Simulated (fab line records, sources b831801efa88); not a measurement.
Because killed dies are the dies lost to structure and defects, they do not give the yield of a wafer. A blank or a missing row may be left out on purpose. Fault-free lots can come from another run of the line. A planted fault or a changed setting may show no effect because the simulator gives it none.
Which tool is to blame? / flow gf180mcu / 24 lots, 72 wafers sampled, at 5 steps of a route of 602

== WHAT THE GAUGES SHOWED, per wafer ==
GF_M2_CD_MEAS_14: the cd target is 280 nm.
lot=L074; measured=day 19 06:13; on=cdSem-01; cdNm (nm)=279.2 280.6 280.5
lot=L075; measured=day 19 13:03; on=cdSem-01; cdNm (nm)=280.1 280.4 280.5
lot=L076; measured=day 19 23:43; on=cdSem-01; cdNm (nm)=279.0 279.8 281.0
lot=L077; measured=day 20 08:59; on=cdSem-01; cdNm (nm)=279.6 280.1 280.3
lot=L078; measured=day 20 20:02; on=cdSem-01; cdNm (nm)=281.2 280.0 281.0
lot=L079; measured=day 21 07:20; on=cdSem-01; cdNm (nm)=282.8 282.1 281.8
lot=L080; measured=day 21 21:21; on=cdSem-02; cdNm (nm)=282.4 281.0 280.6
lot=L081; measured=day 21 22:19; on=cdSem-01; cdNm (nm)=280.4 280.8 280.3
lot=L082; measured=day 22 14:26; on=cdSem-01; cdNm (nm)=281.1 280.7 280.9
lot=L083; measured=day 23 05:10; on=cdSem-02; cdNm (nm)=279.8 281.4 281.8
lot=L084; measured=day 23 07:22; on=cdSem-02; cdNm (nm)=278.0 276.9 278.8
lot=L085; measured=day 23 13:48; on=cdSem-01; cdNm (nm)=281.8 281.9 280.8
lot=L086; measured=day 23 16:41; on=cdSem-01; cdNm (nm)=280.1 281.3 281.2
lot=L087; measured=day 24 10:26; on=cdSem-02; cdNm (nm)=281.7 281.3 281.4
lot=L088; measured=day 24 14:13; on=cdSem-01; cdNm (nm)=280.3 279.9 281.0
lot=L089; measured=day 24 21:16; on=cdSem-02; cdNm (nm)=279.4 279.4 279.4
lot=L090; measured=day 25 09:03; on=cdSem-02; cdNm (nm)=281.3 281.0 280.5
lot=L091; measured=day 25 13:22; on=cdSem-01; cdNm (nm)=279.7 279.9 279.3
lot=L092; measured=day 25 17:26; on=cdSem-02; cdNm (nm)=280.8 281.6 281.8
lot=L093; measured=day 26 05:05; on=cdSem-02; cdNm (nm)=281.0 280.6 280.7
lot=L094; measured=day 26 11:24; on=cdSem-01; cdNm (nm)=280.9 280.7 280.7
lot=L095; measured=day 26 14:55; on=cdSem-01; cdNm (nm)=281.7 281.2 280.9
lot=L096; measured=day 26 22:58; on=cdSem-01; cdNm (nm)=281.7 280.6 280.5
lot=L097; measured=day 27 10:23; on=cdSem-02; cdNm (nm)=278.0 277.3 276.9

GF_MIM_RS_MEAS_10: the measuring method here is four-point-probe.
lot=L074; measured=day 24 13:32; on=filmMetro-01; MIM_ALCU_RS (ohm/sq)=0.1549 0.1559 0.1570
lot=L075; measured=day 24 20:44; on=filmMetro-01; MIM_ALCU_RS (ohm/sq)=0.1500 0.1548 0.1556
lot=L076; measured=day 25 05:10; on=filmMetro-03; MIM_ALCU_RS (ohm/sq)=0.1532 0.1486 0.1538
lot=L077; measured=day 25 14:05; on=filmMetro-04; MIM_ALCU_RS (ohm/sq)=0.1500 0.1553 0.1547
lot=L078; measured=day 26 00:17; on=filmMetro-04; MIM_ALCU_RS (ohm/sq)=0.1570 0.1581 0.1580
lot=L079; measured=day 26 10:06; on=filmMetro-03; MIM_ALCU_RS (ohm/sq)=0.1583 0.1572 0.1580
lot=L080; measured=day 26 21:08; on=filmMetro-04; MIM_ALCU_RS (ohm/sq)=0.1533 0.1533 0.1492
lot=L081; measured=day 26 22:23; on=filmMetro-01; MIM_ALCU_RS (ohm/sq)=0.1556 0.1540 0.1491
lot=L082; measured=day 27 13:50; on=filmMetro-01; MIM_ALCU_RS (ohm/sq)=0.1557 0.1572 0.1566
lot=L083; measured=day 28 00:22; on=filmMetro-03; MIM_ALCU_RS (ohm/sq)=0.1564 0.1569 0.1574
lot=L084; measured=day 28 03:11; on=filmMetro-03; MIM_ALCU_RS (ohm/sq)=0.1576 0.1491 0.1531
lot=L085; measured=day 28 09:49; on=filmMetro-03; MIM_ALCU_RS (ohm/sq)=0.1539 0.1527 0.1560
lot=L086; measured=day 28 12:52; on=filmMetro-04; MIM_ALCU_RS (ohm/sq)=0.1525 0.1557 0.1542
lot=L087; measured=day 29 02:05; on=filmMetro-01; MIM_ALCU_RS (ohm/sq)=0.1569 0.1570 0.1554
lot=L088; measured=day 29 06:35; on=filmMetro-01; MIM_ALCU_RS (ohm/sq)=0.1555 0.1522 0.1535
lot=L089; measured=day 29 12:16; on=filmMetro-04; MIM_ALCU_RS (ohm/sq)=0.1582 0.1557 0.1572
lot=L090; measured=day 29 20:50; on=filmMetro-01; MIM_ALCU_RS (ohm/sq)=0.1544 0.1600 0.1554
lot=L091; measured=day 30 02:13; on=filmMetro-01; MIM_ALCU_RS (ohm/sq)=0.1545 0.1550 0.1561
lot=L092; measured=day 30 06:44; on=filmMetro-01; MIM_ALCU_RS (ohm/sq)=0.1554 0.1565 0.1551
lot=L093; measured=day 30 15:14; on=filmMetro-04; MIM_ALCU_RS (ohm/sq)=0.1607 0.1590 0.1598
lot=L094; measured=day 30 20:48; on=filmMetro-04; MIM_ALCU_RS (ohm/sq)=0.1550 0.1519 0.1517
lot=L095; measured=day 31 00:41; on=filmMetro-01; MIM_ALCU_RS (ohm/sq)=0.1566 0.1586 0.1564
lot=L096; measured=day 31 06:28; on=filmMetro-03; MIM_ALCU_RS (ohm/sq)=0.1554 0.1590 0.1541
lot=L097; measured=day 31 18:30; on=filmMetro-04; MIM_ALCU_RS (ohm/sq)=0.1540 0.1577 0.1548

== WHAT TOOL EACH LOT RAN ON (gives the tool, then ch and the chambers of the sampled wafers, and finally the start) ==
lot=L074; GF_SAB_ETCH_11=rieDiel-02 ch 2,3, day 15 03:56; GF_M4_SPUTTER_01=pvdSputter-03, day 22 12:26; GF_MIM_SPUTTER_04=pvdSputter-01, day 24 13:14
lot=L075; GF_SAB_ETCH_11=rieDiel-04 ch 1,2,3, day 15 10:47; GF_M4_SPUTTER_01=pvdSputter-03, day 22 19:38; GF_MIM_SPUTTER_04=pvdSputter-04, day 24 20:31
lot=L076; GF_SAB_ETCH_11=rieDiel-01 ch 0,1,3, day 15 19:02; GF_M4_SPUTTER_01=pvdSputter-03, day 23 05:08; GF_MIM_SPUTTER_04=pvdSputter-04, day 25 04:56
lot=L077; GF_SAB_ETCH_11=rieDiel-04 ch 0,1,3, day 16 03:52; GF_M4_SPUTTER_01=pvdSputter-04, day 23 14:22; GF_MIM_SPUTTER_04=pvdSputter-04, day 25 13:50
lot=L078; GF_SAB_ETCH_11=rieDiel-01 ch 0,1,2, day 16 13:50; GF_M4_SPUTTER_01=pvdSputter-01, day 24 00:43; GF_MIM_SPUTTER_04=pvdSputter-02, day 26 00:02
lot=L079; GF_SAB_ETCH_11=rieDiel-04 ch 0,2,3, day 17 01:22; GF_M4_SPUTTER_01=pvdSputter-04, day 24 11:03; GF_MIM_SPUTTER_04=pvdSputter-02, day 26 09:50
lot=L080; GF_SAB_ETCH_11=rieDiel-01 ch 0,1,2, day 17 14:59; GF_M4_SPUTTER_01=pvdSputter-01, day 24 23:11; GF_MIM_SPUTTER_04=pvdSputter-04, day 26 20:53
lot=L081; GF_SAB_ETCH_11=rieDiel-04 ch 1,3, day 17 16:41; GF_M4_SPUTTER_01=pvdSputter-03, day 25 01:01; GF_MIM_SPUTTER_04=pvdSputter-04, day 26 22:08
lot=L082; GF_SAB_ETCH_11=rieDiel-04 ch 0,2,3, day 18 07:47; GF_M4_SPUTTER_01=pvdSputter-04, day 25 16:40; GF_MIM_SPUTTER_04=pvdSputter-02, day 27 13:37
lot=L083; GF_SAB_ETCH_11=rieDiel-04 ch 1,2, day 18 23:16; GF_M4_SPUTTER_01=pvdSputter-04, day 26 04:31; GF_MIM_SPUTTER_04=pvdSputter-01, day 28 00:08
lot=L084; GF_SAB_ETCH_11=rieDiel-01 ch 0,1,3, day 19 00:50; GF_M4_SPUTTER_01=pvdSputter-01, day 26 06:59; GF_MIM_SPUTTER_04=pvdSputter-04, day 28 02:56
lot=L085; GF_SAB_ETCH_11=rieDiel-01 ch 0,1, day 19 08:07; GF_M4_SPUTTER_01=pvdSputter-03, day 26 13:41; GF_MIM_SPUTTER_04=pvdSputter-04, day 28 09:34
lot=L086; GF_SAB_ETCH_11=rieDiel-02 ch 1,2, day 19 12:13; GF_M4_SPUTTER_01=pvdSputter-04, day 26 17:04; GF_MIM_SPUTTER_04=pvdSputter-02, day 28 12:38
lot=L087; GF_SAB_ETCH_11=rieDiel-04 ch 0,2, day 20 06:22; GF_M4_SPUTTER_01=pvdSputter-04, day 27 07:16; GF_MIM_SPUTTER_04=pvdSputter-01, day 29 01:52
lot=L088; GF_SAB_ETCH_11=rieDiel-04 ch 1,3, day 20 11:40; GF_M4_SPUTTER_01=pvdSputter-04, day 27 11:52; GF_MIM_SPUTTER_04=pvdSputter-02, day 29 06:22
lot=L089; GF_SAB_ETCH_11=rieDiel-01 ch 0,1, day 20 19:28; GF_M4_SPUTTER_01=pvdSputter-04, day 27 18:13; GF_MIM_SPUTTER_04=pvdSputter-02, day 29 12:01
lot=L090; GF_SAB_ETCH_11=rieDiel-01 ch 2,3, day 21 06:17; GF_M4_SPUTTER_01=pvdSputter-01, day 28 04:09; GF_MIM_SPUTTER_04=pvdSputter-04, day 29 20:35
lot=L091; GF_SAB_ETCH_11=rieDiel-01 ch 1,3, day 21 11:07; GF_M4_SPUTTER_01=pvdSputter-01, day 28 08:31; GF_MIM_SPUTTER_04=pvdSputter-01, day 30 01:56
lot=L092; GF_SAB_ETCH_11=rieDiel-02 ch 1,3, day 21 17:14; GF_M4_SPUTTER_01=pvdSputter-04, day 28 13:23; GF_MIM_SPUTTER_04=pvdSputter-02, day 30 06:31
lot=L093; GF_SAB_ETCH_11=rieDiel-01 ch 0,1,2, day 22 05:28; GF_M4_SPUTTER_01=pvdSputter-04, day 28 22:49; GF_MIM_SPUTTER_04=pvdSputter-02, day 30 15:01
lot=L094; GF_SAB_ETCH_11=rieDiel-02 ch 0,2,3, day 22 12:28; GF_M4_SPUTTER_01=pvdSputter-01, day 29 05:01; GF_MIM_SPUTTER_04=pvdSputter-04, day 30 20:33
lot=L095; GF_SAB_ETCH_11=rieDiel-04 ch 0,2,3, day 22 15:14; GF_M4_SPUTTER_01=pvdSputter-01, day 29 08:28; GF_MIM_SPUTTER_04=pvdSputter-02, day 31 00:27
lot=L096; GF_SAB_ETCH_11=rieDiel-02 ch 0,1, day 23 03:01; GF_M4_SPUTTER_01=pvdSputter-04, day 29 14:55; GF_MIM_SPUTTER_04=pvdSputter-01, day 31 06:12
lot=L097; GF_SAB_ETCH_11=rieDiel-02 ch 0,1,3, day 23 13:35; GF_M4_SPUTTER_01=pvdSputter-03, day 30 02:31; GF_MIM_SPUTTER_04=pvdSputter-01, day 31 18:14
- GF_SAB_ETCH_11: etches SiO2 in C4F8/O2/Ar, target depth 55 nm, time 8.5 s.
- GF_M4_SPUTTER_01: material TiN, target thk 30 nm, time 25 s.
- GF_MIM_SPUTTER_04: material TiN, target thk 50 nm, time 41.7 s.

== WHAT THE TOOLS THEMSELVES READ (means of the sampled wafers that have a number; where no wafer has one, the mark that the record gives instead) ==
GF_SAB_ETCH_11.
lot=L074; tool=rieDiel-02; oesProductAu (a.u.)=1.004
lot=L075; tool=rieDiel-04; oesProductAu (a.u.)=1.023
lot=L076; tool=rieDiel-01; oesProductAu (a.u.)=1.005
lot=L077; tool=rieDiel-04; oesProductAu (a.u.)=1.003
lot=L078; tool=rieDiel-01; oesProductAu (a.u.)=1.014
lot=L079; tool=rieDiel-04; oesProductAu (a.u.)=1.020
lot=L080; tool=rieDiel-01; oesProductAu (a.u.)=1.011
lot=L081; tool=rieDiel-04; oesProductAu (a.u.)=1.006
lot=L082; tool=rieDiel-04; oesProductAu (a.u.)=1.013
lot=L083; tool=rieDiel-04; oesProductAu (a.u.)=1.012
lot=L084; tool=rieDiel-01; oesProductAu (a.u.)=1.008
lot=L085; tool=rieDiel-01; oesProductAu (a.u.)=1.026
lot=L086; tool=rieDiel-02; oesProductAu (a.u.)=0.982
lot=L087; tool=rieDiel-04; oesProductAu (a.u.)=1.011
lot=L088; tool=rieDiel-04; oesProductAu (a.u.)=1.010
lot=L089; tool=rieDiel-01; oesProductAu (a.u.)=1.010
lot=L090; tool=rieDiel-01; oesProductAu (a.u.)=0.989
lot=L091; tool=rieDiel-01; oesProductAu (a.u.)=0.992
lot=L092; tool=rieDiel-02; oesProductAu (a.u.)=1.009
lot=L093; tool=rieDiel-01; oesProductAu (a.u.)=1.018
lot=L094; tool=rieDiel-02; oesProductAu (a.u.)=1.017
lot=L095; tool=rieDiel-04; oesProductAu (a.u.)=1.008
lot=L096; tool=rieDiel-02; oesProductAu (a.u.)=1.004
lot=L097; tool=rieDiel-02; oesProductAu (a.u.)=1.014

GF_M4_SPUTTER_01.
lot=L074; tool=pvdSputter-03; throttleValvePct (%)=29.8
lot=L075; tool=pvdSputter-03; throttleValvePct (%)=29.6
lot=L076; tool=pvdSputter-03; throttleValvePct (%)=29.9
lot=L077; tool=pvdSputter-04; throttleValvePct (%)=29.3
lot=L078; tool=pvdSputter-01; throttleValvePct (%)=30.6
lot=L079; tool=pvdSputter-04; throttleValvePct (%)=30.5
lot=L080; tool=pvdSputter-01; throttleValvePct (%)=30.5
lot=L081; tool=pvdSputter-03; throttleValvePct (%)=29.6
lot=L082; tool=pvdSputter-04; throttleValvePct (%)=29.5
lot=L083; tool=pvdSputter-04; throttleValvePct (%)=30.8
lot=L084; tool=pvdSputter-01; throttleValvePct (%)=30.6
lot=L085; tool=pvdSputter-03; throttleValvePct (%)=29.9
lot=L086; tool=pvdSputter-04; throttleValvePct (%)=29.9
lot=L087; tool=pvdSputter-04; throttleValvePct (%)=29.5
lot=L088; tool=pvdSputter-04; throttleValvePct (%)=29.4
lot=L089; tool=pvdSputter-04; throttleValvePct (%)=29.1
lot=L090; tool=pvdSputter-01; throttleValvePct (%)=30.3
lot=L091; tool=pvdSputter-01; throttleValvePct (%)=30.3
lot=L092; tool=pvdSputter-04; throttleValvePct (%)=29.2
lot=L093; tool=pvdSputter-04; throttleValvePct (%)=30.0
lot=L094; tool=pvdSputter-01; throttleValvePct (%)=30.4
lot=L095; tool=pvdSputter-01; throttleValvePct (%)=30.5
lot=L096; tool=pvdSputter-04; throttleValvePct (%)=30.5
lot=L097; tool=pvdSputter-03; throttleValvePct (%)=29.6

GF_MIM_SPUTTER_04.
lot=L074; tool=pvdSputter-01; throttleValvePct (%)=30.4
lot=L075; tool=pvdSputter-04; throttleValvePct (%)=30.0
lot=L076; tool=pvdSputter-04; throttleValvePct (%)=30.3
lot=L077; tool=pvdSputter-04; throttleValvePct (%)=29.5
lot=L078; tool=pvdSputter-02; throttleValvePct (%)=30.2
lot=L079; tool=pvdSputter-02; throttleValvePct (%)=29.8
lot=L080; tool=pvdSputter-04; throttleValvePct (%)=30.4
lot=L081; tool=pvdSputter-04; throttleValvePct (%)=29.8
lot=L082; tool=pvdSputter-02; throttleValvePct (%)=28.6
lot=L083; tool=pvdSputter-01; throttleValvePct (%)=30.5
lot=L084; tool=pvdSputter-04; throttleValvePct (%)=29.3
lot=L085; tool=pvdSputter-04; throttleValvePct (%)=29.8
lot=L086; tool=pvdSputter-02; throttleValvePct (%)=30.6
lot=L087; tool=pvdSputter-01; throttleValvePct (%)=30.2
lot=L088; tool=pvdSputter-02; throttleValvePct (%)=30.5
lot=L089; tool=pvdSputter-02; throttleValvePct (%)=29.8
lot=L090; tool=pvdSputter-04; throttleValvePct (%)=30.8
lot=L091; tool=pvdSputter-01; throttleValvePct (%)=30.5
lot=L092; tool=pvdSputter-02; throttleValvePct (%)=28.7
lot=L093; tool=pvdSputter-02; throttleValvePct (%)=29.5
lot=L094; tool=pvdSputter-04; throttleValvePct (%)=30.0
lot=L095; tool=pvdSputter-02; throttleValvePct (%)=29.6
lot=L096; tool=pvdSputter-01; throttleValvePct (%)=30.1
lot=L097; tool=pvdSputter-01; throttleValvePct (%)=30.6

== THE ANSWER, worked out from the rows above alone ==
Rule: usual is defined by the lots themselves. Put in order of their means at a reading, lots are off if they are a third of the lots or fewer, leave a main group of 4 or more, and stand apart from it by a gap of 3 or more times the standard deviation of the main group's means; of several such gaps the widest counts. A main group is skipped when, at the precision printed for the reading in the tables above, its means are all equal. A lot without any number at a reading at which 4 lots or more have one is off too. Any other lot the step has rows for is counted as sound. Order of review: gauges by route order, followed by the tools' own readings, for which a lot's mean as printed above is used. The first step at which some lot is off is used, and at that step the reading that is off furthest; a lot without a number counts as furthest.
Across all readings shown, no lot is off: no conclusion can be drawn from this.

== WHAT WAS PUT IN BY THE SIMULATOR ==
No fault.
